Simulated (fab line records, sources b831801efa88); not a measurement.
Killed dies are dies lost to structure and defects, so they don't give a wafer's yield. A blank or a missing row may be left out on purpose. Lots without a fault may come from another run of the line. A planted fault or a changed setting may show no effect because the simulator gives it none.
Which tool did it? | flow sky130 | 14 lots, 42 wafers sampled, at 4 steps of a route of 708

WHAT THE GAUGES READ, wafer by wafer
The record holds no reading of a measuring or inspecting step that can be judged against a usual standard deviation.

WHICH TOOL RAN EACH LOT (tool, then ch and the chambers of the sampled wafers, then the start)
lot  | SKY_METAL1_SPUTTER_04        | SKY_METAL1_DESCUM_17              | SKY_VIA1_CMP_02               | SKY_VIA1_CMP_24
L730 | pvd_sputter-01, day 31 19:31 | rie_metal-03 ch 1, day 32 23:19   | cmp-02 ch 0,2,3, day 33 00:31 | cmp-01 ch 1,2,3, day 34 05:17
L733 | pvd_sputter-01, day 33 09:25 | rie_metal-02 ch 0,1, day 34 11:33 | cmp-01 ch 2,3, day 34 12:30   | cmp-01 ch 2,3, day 35 16:35
L735 | pvd_sputter-04, day 33 10:00 | rie_metal-04 ch 1, day 34 12:28   | cmp-02 ch 2,3, day 34 13:25   | cmp-02 ch 0,1,2, day 35 18:03
L734 | pvd_sputter-02, day 33 11:22 | rie_metal-03 ch 0, day 34 13:59   | cmp-02 ch 1,2,3, day 34 15:13 | cmp-02 ch 0,2,3, day 35 19:08
L736 | pvd_sputter-01, day 34 11:04 | rie_metal-03 ch 1, day 35 14:14   | cmp-02 ch 0,1,3, day 35 15:19 | cmp-01 ch 0,3, day 36 19:03
L737 | pvd_sputter-02, day 34 23:31 | rie_metal-04 ch 0,1, day 36 01:38 | cmp-02 ch 0,2, day 36 02:39   | cmp-02 ch 0,2,3, day 37 06:08
L738 | pvd_sputter-01, day 35 00:24 | rie_metal-03 ch 0,1, day 36 03:10 | cmp-01 ch 0,2,3, day 36 04:07 | cmp-02 ch 0,2,3, day 37 08:27
L739 | pvd_sputter-04, day 35 08:14 | rie_metal-02 ch 0,1, day 36 10:55 | cmp-02 ch 0,1,3, day 36 11:53 | cmp-02 ch 0,1,2, day 37 15:27
L740 | pvd_sputter-02, day 35 16:01 | rie_metal-04 ch 0,1, day 36 18:06 | cmp-02 ch 0,2,3, day 36 19:04 | cmp-01 ch 1,2,3, day 37 22:33
L741 | pvd_sputter-04, day 35 16:43 | rie_metal-03 ch 0,1, day 36 18:46 | cmp-01 ch 0,3, day 36 19:46   | cmp-01 ch 1,2, day 37 23:02
L747 | pvd_sputter-01, day 37 19:34 | rie_metal-02 ch 0,1, day 38 21:02 | cmp-01 ch 0,2,3, day 38 22:07 | cmp-01 ch 0,1, day 40 00:56
L748 | pvd_sputter-01, day 37 21:10 | rie_metal-04 ch 0,1, day 38 22:34 | cmp-01 ch 0,1,2, day 38 23:38 | cmp-01 ch 0,1,2, day 40 02:38
L750 | pvd_sputter-04, day 38 16:38 | rie_metal-02 ch 0,1, day 39 18:13 | cmp-01 ch 0,1, day 39 19:10   | cmp-02 ch 1,3, day 40 21:55
L752 | pvd_sputter-04, day 38 23:37 | rie_metal-02 ch 0,1, day 40 01:20 | cmp-02 ch 0,2,3, day 40 02:41 | cmp-02 ch 0,1,2, day 41 05:14
- SKY_METAL1_SPUTTER_04: material TiN, target thk 70 nm, time 58.3 s.
- SKY_METAL1_DESCUM_17: chemistry O2, time 8 s.
- SKY_VIA1_CMP_02: polishes SiO2.
- SKY_VIA1_CMP_24: polishes, stops on SiO2, t overpolish 15 s, target thk 0 nm.

WHAT THE TOOLS THEMSELVES READ (means of the sampled wafers that have a number; where no wafer has one, the mark that the record gives instead)
SKY_METAL1_SPUTTER_04.
lot  | tool           | throttle_valve_pct (%)
L730 | pvd_sputter-01 | 30.3
L733 | pvd_sputter-01 | 30.5
L735 | pvd_sputter-04 | 30.2
L734 | pvd_sputter-02 | 29.9
L736 | pvd_sputter-01 | 30.6
L737 | pvd_sputter-02 | 29.9
L738 | pvd_sputter-01 | 30.4
L739 | pvd_sputter-04 | 29.6
L740 | pvd_sputter-02 | 30.0
L741 | pvd_sputter-04 | 31.4
L747 | pvd_sputter-01 | 30.7
L748 | pvd_sputter-01 | 30.5
L750 | pvd_sputter-04 | 28.4
L752 | pvd_sputter-04 | 29.5

SKY_METAL1_DESCUM_17.
lot  | tool         | drypump_motor_current_A (A) | oes_product_au (a.u.)
L730 | rie_metal-03 | 5.4                         | 1.000
L733 | rie_metal-02 | 6.1                         | 0.999
L735 | rie_metal-04 | 6.3                         | 1.002
L734 | rie_metal-03 | 5.7                         | 1.007
L736 | rie_metal-03 | 5.5                         | 0.988
L737 | rie_metal-04 | 5.8                         | 1.007
L738 | rie_metal-03 | 5.6                         | 1.001
L739 | rie_metal-02 | 6.1                         | 1.006
L740 | rie_metal-04 | 5.4                         | 1.005
L741 | rie_metal-03 | 5.6                         | 0.995
L747 | rie_metal-02 | 5.8                         | 0.996
L748 | rie_metal-04 | 5.4                         | 1.009
L750 | rie_metal-02 | 5.8                         | 0.987
L752 | rie_metal-02 | 6.1                         | 1.001

SKY_VIA1_CMP_02.
lot  | tool   | edge_zone_pressure_frac | head_pressure_psi (psi) | motor_current_A (A)
L730 | cmp-02 | 0.997                   | 4.003                   | 12.5
L733 | cmp-01 | 1.003                   | 3.998                   | 12.5
L735 | cmp-02 | 0.995                   | 4.007                   | 12.6
L734 | cmp-02 | 1.001                   | 4.003                   | 12.3
L736 | cmp-02 | 0.998                   | 3.999                   | 12.5
L737 | cmp-02 | 1.000                   | 4.013                   | 12.0
L738 | cmp-01 | 1.002                   | 3.997                   | 12.1
L739 | cmp-02 | 0.997                   | 3.997                   | 12.4
L740 | cmp-02 | 0.996                   | 4.000                   | 12.7
L741 | cmp-01 | 0.998                   | 4.006                   | 11.8
L747 | cmp-01 | 0.997                   | 4.007                   | 11.8
L748 | cmp-01 | 0.994                   | 4.003                   | 11.6
L750 | cmp-01 | 0.994                   | 3.995                   | 11.8
L752 | cmp-02 | 1.002                   | 3.997                   | 12.5

SKY_VIA1_CMP_24.
lot  | tool   | edge_zone_pressure_frac | head_pressure_psi (psi) | motor_current_A (A) | overpolish_run_s (s) | time_to_endpoint_s (s)
L730 | cmp-01 | 1.004                   | 3.499                   | 11.2                | 14.998               | 70
L733 | cmp-01 | 1.002                   | 3.505                   | 11.2                | 15.000               | 67
L735 | cmp-02 | 1.000                   | 3.491                   | 11.3                | 14.995               | 68
L734 | cmp-02 | 0.996                   | 3.505                   | 11.4                | 14.992               | 66
L736 | cmp-01 | 1.000                   | 3.498                   | 10.8                | 14.999               | 68
L737 | cmp-02 | 1.002                   | 3.512                   | 11.6                | 15.001               | 70
L738 | cmp-02 | 1.001                   | 3.506                   | 11.7                | 15.005               | 65
L739 | cmp-02 | 1.000                   | 3.498                   | 11.4                | 14.999               | 69
L740 | cmp-01 | 1.008                   | 3.503                   | 11.3                | 15.003               | 67
L741 | cmp-01 | 0.998                   | 3.509                   | 11.0                | 15.001               | 65
L747 | cmp-01 | -                       | -                       | -                   | -                    | -
L748 | cmp-01 | -                       | -                       | -                   | -                    | -
L750 | cmp-02 | 1.001                   | 3.504                   | 11.4                | 15.004               | 67
L752 | cmp-02 | 1.001                   | 3.504                   | 11.5                | 14.999               | 65

THE ANSWER, worked out from the rows above alone
Rule: what is usual is taken from the lots themselves. Put in order of their means at a reading, lots are off if they are a third of the lots or fewer, leave a main group of 4 or more, and stand apart from it by a gap of 3 or more times the standard deviation of the main group's means; of several such gaps the widest counts. A main group whose means are all the same, to the digits that the tables above print for the reading, isn't used. A lot without any number at a reading at which 4 lots or more have one is off too. The other lots that the step has rows for count as sound. The gauges are gone through in route order, then the tools' own readings, and for those a lot's mean is taken as printed above. The first step at which some lot is off is used, and at that step the reading that is off furthest; a lot without a number counts as furthest.
Off: L747, L748, at SKY_VIA1_CMP_24 (edge_zone_pressure_frac). Without a number there: L747, L748. The main group: mean 1.001, standard deviation 0.0028.
A tool fits if, at that step or a process step before it, it ran every lot that is off, and no sound lot after the first of them. Can't be told from this: 2 tools fit, pvd_sputter-01 at SKY_METAL1_SPUTTER_04, cmp-01 at SKY_VIA1_CMP_24.

WHAT THE SIMULATOR HAD PUT IN
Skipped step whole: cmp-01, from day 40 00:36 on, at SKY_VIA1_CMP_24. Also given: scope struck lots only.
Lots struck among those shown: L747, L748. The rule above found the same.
